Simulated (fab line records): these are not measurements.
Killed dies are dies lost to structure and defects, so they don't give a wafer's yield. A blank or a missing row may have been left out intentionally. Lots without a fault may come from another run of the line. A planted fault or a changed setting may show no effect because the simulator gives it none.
A struck lot beside a sound one || flow gf180mcu || 17 out of 602 route steps
Sound: wafers L818.2, L818.3, L818.4. Struck: wafer L832.2 (left out: L832.1, L832.3 of the same lot, which were not struck); the cause appears at the end.
At each step with rows: each side's tool, then ch and its chambers, then its first start. Under that, the readings that differ: sound wafers || struck wafers || difference of the means || sigmas: that difference in standard deviations of wafers without a fault.
alike: a reading whose means differ by less than 2 such deviations, as well as words and numbers matching on both sides. not compared: withheld readings; readings where some wafer has no value; bounds like >300 that might hide an equal value; numbers whose values overlap and for which the record gives no deviation.
The two part at a step that has a row with sigmas, a row that says differs or no value, or rows on one side only. When numbers do not overlap yet have no deviation, they are printed without sigmas and do not part them. Lack of a reading on every wafer of one side parts them only where that side has two or more wafers.

first, 5 steps without rows for these wafers: GF_SAB_COAT_04 (resist thk 1000 nm); GF_SAB_SOFTBAKE_05 (time 60 s); GF_SAB_EXPOSE_06 (exposes mask SAB, target cd 420 nm); GF_SAB_PEB_07; GF_SAB_DEVELOP_08 (develop time 60 s).
GF_SAB_CD_MEAS_09: target cd 420 nm.
  sound on cd sem-02, day 15 23:41; struck on cd sem-01, day 21 10:10
  alike: cd nm
GF_SAB_OVL_MEAS_10:
  sound on overlay-02, day 15 23:47; struck on overlay-02, day 21 10:17
  alike: SAB_OVL
GF_SAB_ETCH_11: etches SiO2 in C4F8/O2/Ar, target depth 55 nm, time 8.5 s.
  sound on rie diel-02 ch 0,2,3, day 15 23:49; struck on rie diel-04 ch 3, day 21 10:19
  alike: oes product au
  not compared: rf hours counter h
then, 1 step without rows for these wafers: GF_SAB_WET_ETCH_12 (etches SiO2 in dHF, target depth 22 nm, time 440 s).
GF_SAB_STRIP_13: strips in O2/N2.
  sound on plasma asher-03 ch 0,1, day 15 23:58; struck on plasma asher-01 ch 0, day 21 10:28
{"reading": "heater power w (W)", "sound": "459 334 434", "struck": 272, "difference": -137, "sigmas": -2}
  alike: drypump motor current A, oes product au, strip time to endpoint s
  not compared: rf hours counter h
then, 2 steps without rows for these wafers: GF_SALICIDE_CLEAN_00 (cleans in SC1/SC2, time 150 s); GF_SALICIDE_WET_ETCH_01 (etches SiO2 in dHF, target depth 5 nm, time 100 s).
GF_SALICIDE_SPUTTER_02: material Co, target thk 10 nm, time 20 s.
  sound on pvd sputter-01, day 16 00:10; struck on pvd sputter-04, day 21 10:39
{"reading": "model.Co_of_SALICIDE_SPUTTER_02.thk nm (nm)", "sound": "9.943 9.952 9.943", "struck": 9.19, "difference": -0.76, "sigmas": ""}
  alike: throttle valve pct
GF_SALICIDE_SPUTTER_03: material TiN, target thk 20 nm, time 16.7 s.
  sound on pvd sputter-01, day 16 00:11; struck on pvd sputter-04, day 21 10:41
  alike: throttle valve pct
GF_SALICIDE_RS_MEAS_04: measures by four-point-probe.
  sound on film metro-04, day 16 00:14; struck on film metro-01, day 21 10:43
{"reading": "SALICIDE_TIN_RS (ohm/sq)", "sound": "16.38 16.40 16.48", "struck": 17.84, "difference": "+1.42", "sigmas": "+5"}
GF_SALICIDE_THK_MEAS_05: measures by xrf.
  sound on film metro-04, day 16 00:20; struck on film metro-01, day 21 10:50
{"reading": "SALICIDE_TIN_THK (nm)", "sound": "20.60 20.38 20.19", "struck": 19.85, "difference": -0.54, "sigmas": -3}
-- the record jumps here: 12 days lie between the struck wafers' starts before and after (it left off in module SALICIDE and takes up again in module PASSIVATION, whose first step shown is number 602 of the route) --
GF_PASSIVATION_PROBE_99:
  sound on prober-02, day 29 23:35; struck on prober-02, day 33 19:38
{"reading": "model.etest.contact pplus.end ohm um", "sound": "62.04 61.91 61.22", "struck": 57.69, "difference": -4.03, "sigmas": ""}
{"reading": "model.etest.pplus sal.line ohm um", "sound": "36.24 35.78 35.77", "struck": 38.9, "difference": "+3.0", "sigmas": ""}
{"reading": "model.etest.ppoly sal.line ohm um", "sound": "28.45 28.17 28.61", "struck": 31.3, "difference": "+2.9", "sigmas": ""}
{"reading": "model.etest.npoly sal.line ohm um", "sound": "28.17 28.27 28.15", "struck": 30.62, "difference": "+2.42", "sigmas": ""}
{"reading": "model.etest.nplus sal.line ohm um", "sound": "32.34 31.94 32.03", "struck": 33.74, "difference": "+1.64", "sigmas": ""}
{"reading": "model.etest.ppoly sal.rs ohm sq", "sound": "7.349 7.301 7.345", "struck": 8.143, "difference": "+0.811", "sigmas": ""}
{"reading": "model.etest.npoly sal.rs ohm sq", "sound": "7.317 7.361 7.362", "struck": 8.093, "difference": "+0.746", "sigmas": ""}
{"reading": "model.etest.pplus_sal_6v.rs ohm sq", "sound": "7.026 7.037 7.063", "struck": 7.782, "difference": "+0.740", "sigmas": ""}

WHERE THEY PART
First at GF_SAB_STRIP_13; last, within this record, at GF_SALICIDE_THK_MEAS_05.

WHY: whatever the simulator had introduced
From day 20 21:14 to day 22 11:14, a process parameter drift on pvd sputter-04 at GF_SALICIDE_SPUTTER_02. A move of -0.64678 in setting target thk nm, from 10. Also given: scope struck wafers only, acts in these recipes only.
